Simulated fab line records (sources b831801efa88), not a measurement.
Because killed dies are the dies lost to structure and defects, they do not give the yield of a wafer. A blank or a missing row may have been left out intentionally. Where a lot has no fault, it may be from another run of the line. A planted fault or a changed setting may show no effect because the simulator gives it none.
Chamber matching / flow gf180mcu / GF_V1_CMP_04 on cmp-02: 4 sister chambers
The step polishes SiO2. 4 wafers are shown with their chamber, then 8 later ones without.

## WAFERS WITH THEIR CHAMBER
wafer=L814.6; chamber=2; motorCurrentA (A)=13.5
wafer=L825.3; chamber=1; motorCurrentA (A)=11.4
wafer=L825.5; chamber=0; motorCurrentA (A)=11.5
wafer=L826.1; chamber=3; motorCurrentA (A)=14.8

## WAFERS WHOSE CHAMBER IS MISSING
wafer=L826.3; motorCurrentA (A)=13.8
wafer=L826.6; motorCurrentA (A)=12.2
wafer=L827.1; motorCurrentA (A)=11.7
wafer=L827.5; motorCurrentA (A)=16.6
wafer=L827.6; motorCurrentA (A)=11.4
wafer=L830.1; motorCurrentA (A)=13.3
wafer=L830.3; motorCurrentA (A)=15.3
wafer=L830.6; motorCurrentA (A)=14.7

## WHICH CHAMBER EACH ONE RAN IN
wafer=L826.3; from the rows above=can't be placed: 2 or 3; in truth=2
wafer=L826.6; from the rows above=can't be placed: 0 or 1 or 2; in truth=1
wafer=L827.1; from the rows above=can't be placed: 0 or 1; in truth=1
wafer=L827.5; from the rows above=can't be placed: 3 or 2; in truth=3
wafer=L827.6; from the rows above=can't be placed: 1 or 0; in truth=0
wafer=L830.1; from the rows above=can't be placed: 2 or 3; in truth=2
wafer=L830.3; from the rows above=can't be placed: 3 or 2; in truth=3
wafer=L830.6; from the rows above=can't be placed: 3 or 2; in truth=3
Correct placement for 0 of the 8. These rows do not allow placing 8 (true chamber among the candidates in 8). Number placed wrongly: 0.
How it was worked out, from the rows above alone: a wafer's distance from a chamber is the root of the sum, over the readings, of the square of ((its reading less the chamber's mean) divided by the reading's scatter). The wafer belongs to the nearest chamber; if the next one is less than 2 further off, it can't be placed. The mean given for a chamber averages the wafers shown for that chamber. The scatter (one wafer shown for each chamber): square how far every hidden wafer sits from the nearest shown wafer, average those squares and take the square root.
